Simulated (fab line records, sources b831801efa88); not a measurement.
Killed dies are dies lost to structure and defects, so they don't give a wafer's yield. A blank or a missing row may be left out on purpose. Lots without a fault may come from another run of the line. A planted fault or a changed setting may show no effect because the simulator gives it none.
Which tool did it? | flow sky130 | 14 lots, 41 wafers sampled, at 2 steps of a route of 708

WHAT THE GAUGES READ, wafer by wafer
SKY_METAL4_OVL_MEAS_14.
lot  | measured     | on         | METAL4_OVL (nm)
L165 | day 43 00:53 | overlay-02 | -2 -3 0
L166 | day 43 14:41 | overlay-01 | -3 -11 -7
L167 | day 43 23:28 | overlay-02 | -8 -5 -8
L168 | day 44 09:07 | overlay-01 | -2 4 9
L171 | day 44 22:35 | overlay-01 | -1 -7 -1
L174 | day 45 12:13 | overlay-02 | 0 3 -2
L175 | day 45 14:58 | overlay-02 | 9 10 11
L177 | day 46 09:32 | overlay-02 | -9 -9 -10
L178 | day 46 13:30 | overlay-01 | -1 10
L180 | day 46 16:43 | overlay-02 | 1 -3 -1
L179 | day 46 17:05 | overlay-02 | -1 1 4
L183 | day 47 13:58 | overlay-02 | 3 8 9
L184 | day 47 16:04 | overlay-01 | -4 1 -7
L182 | day 47 20:23 | overlay-02 | 11 9 4

WHICH TOOL RAN EACH LOT (tool, then ch and the chambers of the sampled wafers, then the start)
lot  | SKY_METAL4_SPUTTER_03
L165 | pvd_sputter-04, day 41 02:03
L166 | pvd_sputter-03, day 41 15:11
L167 | pvd_sputter-04, day 41 23:55
L168 | pvd_sputter-04, day 42 10:16
L171 | pvd_sputter-03, day 43 01:19
L174 | pvd_sputter-03, day 43 14:32
L175 | pvd_sputter-03, day 43 17:11
L177 | pvd_sputter-02, day 44 13:46
L178 | pvd_sputter-02, day 44 18:08
L180 | pvd_sputter-02, day 44 22:01
L179 | pvd_sputter-03, day 44 22:32
L183 | pvd_sputter-02, day 45 20:01
L184 | pvd_sputter-04, day 45 23:07
L182 | pvd_sputter-03, day 46 04:04
- SKY_METAL4_SPUTTER_03: material Ti, target thk 5 nm, time 3.3 s.

WHAT THE TOOLS THEMSELVES READ (means of the sampled wafers that have a number; where no wafer has one, the mark that the record gives instead)
SKY_METAL4_SPUTTER_03.
lot  | tool           | throttle_valve_pct (%)
L165 | pvd_sputter-04 | 29.3
L166 | pvd_sputter-03 | 30.7
L167 | pvd_sputter-04 | 29.0
L168 | pvd_sputter-04 | 29.1
L171 | pvd_sputter-03 | 31.6
L174 | pvd_sputter-03 | 29.9
L175 | pvd_sputter-03 | 30.7
L177 | pvd_sputter-02 | 30.0
L178 | pvd_sputter-02 | 30.1
L180 | pvd_sputter-02 | 30.5
L179 | pvd_sputter-03 | 30.9
L183 | pvd_sputter-02 | 30.4
L184 | pvd_sputter-04 | 29.3
L182 | pvd_sputter-03 | 31.7

THE ANSWER, worked out from the rows above alone
Rule: what is usual is taken from the lots themselves. Put in order of their means at a reading, lots are off if they are a third of the lots or fewer, leave a main group of 4 or more, and stand apart from it by a gap of 3 or more times the standard deviation of the main group's means; of several such gaps the widest counts. A main group whose means are all the same, to the digits that the tables above print for the reading, isn't used. A lot without any number at a reading at which 4 lots or more have one is off too. The other lots that the step has rows for count as sound. The gauges are gone through in route order, then the tools' own readings, and for those a lot's mean is taken as printed above. The first step at which some lot is off is used, and at that step the reading that is off furthest; a lot without a number counts as furthest.
No lot is off at any reading shown: from this, nothing can be told.

WHAT THE SIMULATOR HAD PUT IN
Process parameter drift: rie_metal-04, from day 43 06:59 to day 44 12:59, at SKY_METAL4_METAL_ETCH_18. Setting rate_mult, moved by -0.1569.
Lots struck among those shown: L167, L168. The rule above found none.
